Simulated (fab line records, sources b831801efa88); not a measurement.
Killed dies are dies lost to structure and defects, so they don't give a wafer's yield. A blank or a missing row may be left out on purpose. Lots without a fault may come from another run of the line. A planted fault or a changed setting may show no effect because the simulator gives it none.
One fault seen from 2 desks | flow gf180mcu | each desk has only its own numbers; what lay behind them comes last

THE TOOL OWNER'S DESK: rtp_anneal-01
The tool's own readings at GF_PSD_RTA_13 (time 20 s): means of the sampled wafers that have a number, for each lot that ran on this tool. A lot is out of limits, marked OUT, if its mean lies more than 4 standard deviations from the usual mean; the brackets give that distance.
Columns: A = chamber_o2_ppm at GF_PSD_RTA_13, usual 1.999; B = lamp_power_pct at GF_PSD_RTA_13, usual 29.9 %; C = run_length_s at GF_PSD_RTA_13, usual 48.7 s; D = wafer_temp_C_max at GF_PSD_RTA_13, usual 1029.7
lot  | first seen here | A     | B    | C              | D
L559 | day 15 16:08    | 1.997 | 28.5 | 48.3           | 1030.0
L562 | day 17 04:32    | 1.997 | 28.5 | 42.5 (-11) OUT | 1029.9
L564 | day 17 15:16    | 2.016 | 28.4 | 42.6 (-11) OUT | 1030.5
L565 | day 17 23:17    | 1.993 | 28.5 | 42.6 (-11) OUT | 1029.0
L572 | day 20 10:20    | 1.987 | 28.5 | 48.5           | 1030.6
L576 | day 21 16:26    | 2.025 | 28.6 | 48.3           | 1029.9
This desk's finding: out of limits on L562, L564, L565; first on L562, day 17 04:32 (run_length_s at GF_PSD_RTA_13). In limits: L559, L572, L576.

THE METROLOGY DESK
What the gauges read, lot by lot, whatever tool the lot ran on: means of the sampled wafers that have a number. A lot is out of limits, marked OUT, if its mean lies more than 4 standard deviations from the usual mean; the brackets give that distance.
Columns: A = PSD_OVL at GF_PSD_OVL_MEAS_08, usual 1.5 nm; B = NSD_RS at GF_PSD_RS_MEAS_14, usual 46.15 ohm/sq; C = PSD_RS at GF_PSD_RS_MEAS_15, usual 108.6 ohm/sq; D = cd_nm at GF_M1_CD_MEAS_14, usual 230.4 nm; E = V1_CVD_00_THK at GF_V1_THK_MEAS_01, usual 597 nm
lot  | first seen here | A    | B               | C               | D     | E
L555 | day 14 09:47    | 1.7  | 46.17           | 108.5           | 230.9 | 596
L558 | day 15 08:38    | -0.5 | 46.11           | 108.6           | 230.1 | 600
L559 | day 15 15:44    | 4.5  | 46.12           | 108.5           | 230.2 | 589
L562 | day 17 04:08    | 3.3  | 47.73 (+16) OUT | 113.2 (+15) OUT | 230.1 | 597
L564 | day 17 14:52    | 1.8  | 47.72 (+16) OUT | 112.9 (+14) OUT | 229.4 | 593
L565 | day 17 22:53    | 1.0  | 47.64 (+15) OUT | 112.8 (+14) OUT | 228.9 | 598
L572 | day 20 09:56    | 1.4  | 46.17           | 108.5           | 230.5 | 602
L573 | day 20 11:50    | 0.7  | 46.21           | 108.8           | 229.5 | 602
L574 | day 21 00:35    | 0.1  | 46.34           | 109.0           | 231.0 | 598
L575 | day 21 15:40    | 2.6  | 46.11           | 108.3           | 228.7 | 602
L576 | day 21 16:02    | 1.4  | 46.03           | 108.2           | 231.7 | 604
L577 | day 22 03:07    | 4.6  | 46.18           | 108.6           | 229.6 | 592
L578 | day 22 10:30    | 0.7  | 46.29           | 109.1           | 230.7 | 598
This desk's finding: out of limits on L562, L564, L565; first on L562, day 17 04:38 (NSD_RS at GF_PSD_RS_MEAS_14). In limits: L555, L558, L559, L572, L573, L574, L575, L576, L577, L578.

PUT TOGETHER
The tool owner's desk could have raised an alarm at day 17 04:32, on L562, L564, L565.
The metrology desk could have raised an alarm at day 17 04:38, on L562, L564, L565.
Of the lots named, all ran GF_PSD_RTA_13 on rtp_anneal-01.

WHAT THE SIMULATOR HAD PUT IN
Process parameter drift: rtp_anneal-01, from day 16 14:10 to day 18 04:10, at GF_PSD_RTA_13. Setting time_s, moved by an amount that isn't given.
Lots struck among those shown: L562, L564, L565.
Hours from the fault's start to each desk's first reading out of limits: the tool owner's desk, 14; the metrology desk, 14.
